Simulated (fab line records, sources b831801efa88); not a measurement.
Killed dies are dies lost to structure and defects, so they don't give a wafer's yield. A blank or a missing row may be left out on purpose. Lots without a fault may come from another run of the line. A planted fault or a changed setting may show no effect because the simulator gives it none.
A struck lot beside a sound one | flow sky130 | 42 steps out of a route of 708
Sound: wafers L880.4, L880.5, L880.6. Struck: wafer L887.6. (L887.1, L887.5 of the same lot were not struck and are left out.) The cause comes at the end.
At each step with rows: each side's tool, then ch and its chambers, then its first start. Under that, the readings that differ: sound wafers | struck wafers | difference of the means | sigmas: that difference in standard deviations of wafers without a fault.
alike: readings whose means differ by less than 2 such deviations, and words and numbers that are the same on both sides. not compared: withheld readings, readings that some wafer has no value for, bounds like >300 that may hide the same value, and numbers for which the record gives no deviation and whose values overlap.
The two part at a step that has a row with sigmas, a row that says differs or no value, or rows on one side only. Numbers that don't overlap but have no deviation are shown without sigmas and don't part them. A reading that every wafer of one side lacks parts them only if that side has two wafers or more.

first, 4 steps without rows for these wafers: SKY_PWDE_SOFTBAKE_03; SKY_PWDE_EXPOSE_04 (exposes mask PWDEM, target cd 840 nm); SKY_PWDE_PEB_05; SKY_PWDE_DEVELOP_06 (develop time 60 s).
SKY_PWDE_OVL_MEAS_07:
  sound on overlay-01, day 4 16:09; struck on overlay-02, day 6 09:26
  alike: PWDE_OVL
then, 1 step without rows for these wafers: SKY_PWDE_IMPLANT_08.
SKY_PWDE_STRIP_09: strips in O2/N2.
  sound on plasma_asher-02 ch 0,1, day 4 16:22; struck on plasma_asher-03 ch 1, day 6 09:37
  reading                     | sound       | struck | difference | sigmas
  drypump_motor_current_A (A) | 5.9 5.5 5.9 | 6.8    | +1.0       | +2
  alike: oes_product_au, strip_time_to_endpoint_s
  not compared: rf_hours_counter_h
SKY_PWDE_TW_MEAS_10:
  sound on film_metro-04, day 4 16:27; struck on film_metro-03, day 6 09:43
  reading | sound       | struck | difference | sigmas
  PWDE_TW | 379 379 380 | 367    | -12        | -2
then, 4 steps without rows for these wafers: SKY_NWELL_DEHYDRATE_03 (time 60 s); SKY_NWELL_HMDS_04 (prime time 60 s); SKY_NWELL_COAT_05 (resist thk 3000 nm); SKY_NWELL_SOFTBAKE_06.
SKY_NWELL_EXPOSE_07: exposes mask NWM, target cd 840 nm.
  sound on iline_stepper-01 ch 0, day 5 01:27; struck on iline_stepper-02 ch 0, day 6 20:12
  alike: mask, focus_offset_nm, reticle_temp_C
then, 2 steps without rows for these wafers: SKY_NWELL_PEB_08; SKY_NWELL_DEVELOP_09 (develop time 60 s).
SKY_NWELL_OVL_MEAS_10:
  sound on overlay-01, day 5 10:36; struck on overlay-01, day 7 06:07
  alike: NWELL_00_OVL
then, 3 steps without rows for these wafers: SKY_NWELL_IMPLANT_11; SKY_NWELL_IMPLANT_12; SKY_NWELL_IMPLANT_13.
SKY_NWELL_STRIP_14: strips in O2/N2.
  sound on plasma_asher-02 ch 0,1, day 5 11:07; struck on plasma_asher-01 ch 0, day 7 06:35
  alike: drypump_motor_current_A, oes_product_au, strip_time_to_endpoint_s
  not compared: rf_hours_counter_h
SKY_NWELL_TW_MEAS_15:
  sound on film_metro-01, day 5 11:12; struck on film_metro-03, day 7 06:41
  alike: NWELL_TW
then, 7 steps without rows for these wafers: SKY_NWELL_DEHYDRATE_16 (time 60 s); SKY_NWELL_HMDS_17 (prime time 60 s); SKY_NWELL_COAT_18 (resist thk 3000 nm); SKY_NWELL_SOFTBAKE_19; SKY_NWELL_EXPOSE_20 (exposes mask NWM COMPLEMENT, target cd 840 nm); SKY_NWELL_PEB_21; SKY_NWELL_DEVELOP_22 (develop time 60 s).
SKY_NWELL_OVL_MEAS_23:
  sound on overlay-01, day 6 06:11; struck on overlay-02, day 8 03:32
  reading           | sound       | struck | difference | sigmas
  NWELL_01_OVL (nm) | 2.6 1.3 2.5 | -1.4   | -3.5       | -2
then, 1 step without rows for these wafers: SKY_NWELL_IMPLANT_24.
SKY_NWELL_STRIP_25: strips in O2/N2.
  sound on plasma_asher-01 ch 0,1, day 6 06:23; struck on plasma_asher-01 ch 0, day 8 03:43
  alike: drypump_motor_current_A, oes_product_au, strip_time_to_endpoint_s
  not compared: rf_hours_counter_h
SKY_NWELL_TW_MEAS_26:
  sound on film_metro-01, day 6 06:29; struck on film_metro-04, day 8 03:49
  alike: NWELL_2_TW
then, 1 step without rows for these wafers: SKY_NWELL_CLEAN_27 (cleans in SC1/SC2, time 150 s).
SKY_NWELL_RTA_28: time 30 s.
  sound on rtp_anneal-02 ch 0, day 6 06:37; struck on rtp_anneal-02 ch 0, day 8 03:56
  alike: lamp_power_pct, wafer_temp_C_max
SKY_NWELL_RS_MEAS_29: measures by four-point-probe.
  sound on film_metro-04, day 6 06:44; struck on film_metro-01, day 8 04:02
  alike: NWELL_RS
SKY_NWELL_RS_MEAS_31: measures by four-point-probe.
  sound on film_metro-04, day 6 06:58; struck on film_metro-01, day 8 04:16
  alike: PWDE_RS
then, 5 steps without rows for these wafers: SKY_VT_ADJUST_HVTP_DEHYDRATE_00 (time 60 s); SKY_VT_ADJUST_HVTP_HMDS_01 (prime time 60 s); SKY_VT_ADJUST_HVTP_COAT_02 (resist thk 1140 nm); SKY_VT_ADJUST_HVTP_SOFTBAKE_03 (time 60 s); SKY_VT_ADJUST_HVTP_EXPOSE_04 (exposes mask HVTPM, target cd 380 nm).
-- the record jumps here: 41 days lie between the struck wafers' starts before and after (it left off in module VT_ADJUST_HVTP and takes up again in module PAD_OPEN, whose first step shown is number 708 of the route) --
SKY_PAD_OPEN_PROBE_99:
  sound on prober-01, day 47 08:32; struck on prober-01, day 49 09:02
  reading                             | sound             | struck | difference | sigmas
  model.etest.res_nwell.width_nm (nm) | 847.3 846.4 857.6 | 860.4  | +10.0      |
  alike: killed_at_M0_to_M3, killed_at_M4_up, killed_at_contacts, killed_at_front_end, killed_at_other, killed_dies, killed_open, killed_short

WHERE THEY PART
First at SKY_PWDE_STRIP_09; last, within this record, at SKY_NWELL_OVL_MEAS_23. Later steps at which nothing parts them and some readings are alike: SKY_NWELL_STRIP_25, SKY_NWELL_TW_MEAS_26, SKY_NWELL_RTA_28, SKY_NWELL_RS_MEAS_29, SKY_NWELL_RS_MEAS_31, SKY_PAD_OPEN_PROBE_99.

WHY: what the simulator had put in
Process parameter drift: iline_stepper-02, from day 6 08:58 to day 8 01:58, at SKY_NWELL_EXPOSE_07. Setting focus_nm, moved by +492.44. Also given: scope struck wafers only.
